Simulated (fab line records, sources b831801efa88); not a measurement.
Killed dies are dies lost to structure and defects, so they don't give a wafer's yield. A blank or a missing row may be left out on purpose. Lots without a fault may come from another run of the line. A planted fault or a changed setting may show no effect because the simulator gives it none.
Chamber matching | flow gf180mcu | GF_V3_CMP_04 on cmp-02: 4 sister chambers
The step polishes SiO2. 16 wafers are shown with their chamber, then 8 later ones without.

WAFERS WITH THEIR CHAMBER
wafer  | chamber | motor_current_A (A) | time_to_endpoint_s (s)
L443.2 | 0       | 14.0                | 80
L443.3 | 2       | 11.3                | 82
L443.5 | 2       | 10.9                | 83
L448.4 | 1       | 12.6                | 82
L448.5 | 3       | 11.6                | 86
L448.6 | 0       | 12.8                | 81
L451.1 | 1       | 12.2                | 77
L451.2 | 0       | 13.7                | 76
L451.6 | 3       | 12.0                | 84
L452.1 | 1       | 12.8                | 81
L452.4 | 0       | 13.0                | 86
L452.5 | 0       | 13.9                | 85
L454.1 | 0       | 13.3                | 78
L454.4 | 3       | 11.7                | 86
L454.5 | 0       | 14.5                | 86
L456.1 | 2       | 11.2                | 77

SIGNATURES (means of the wafers above)
reading            | chamber 0 | chamber 1 | chamber 2 | chamber 3 | scatter within a chamber
motor_current_A    | 13.600    | 12.533    | 11.133    | 11.767    | 0.458
time_to_endpoint_s | 81.71     | 80.00     | 80.67     | 85.33     | 3.35
Rule: a wafer's distance from a chamber is the root of the sum, over the readings, of the square of ((its reading less the chamber's mean) divided by the reading's scatter). The wafer belongs to the nearest chamber; if the next one is less than 2 further off, it can't be placed. The scatter: the root of (the sum of the squares of (reading less its chamber's mean) over the shown wafers, divided by (wafers less chambers)).

WAFERS WITHOUT THEIR CHAMBER
wafer  | motor_current_A (A) | time_to_endpoint_s (s)
L456.3 | 12.6                | 80
L456.5 | 13.8                | 84
L465.4 | 13.5                | 94
L465.5 | 12.5                | 88
L465.6 | 13.5                | 99
L466.2 | 10.6                | 82
L466.4 | 12.2                | 87
L466.5 | 11.6                | 89

WHICH CHAMBER EACH WENT THROUGH
wafer  | from the rows above               | in truth
L456.3 | 1                                 | 1
L456.5 | 0                                 | 0
L465.4 | can't be placed: 0 or 3 or 1      | 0
L465.5 | can't be placed: 3 or 1 or 0 or 2 | 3
L465.6 | can't be placed: 0 or 3 or 1      | 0
L466.2 | can't be placed: 2 or 3           | 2
L466.4 | can't be placed: 3 or 1 or 2      | 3
L466.5 | can't be placed: 3 or 2           | 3
Placed correctly: 2 of 8. Can't be placed from these rows: 6 (the true chamber is among the candidates in 6). Placed wrongly: 0.
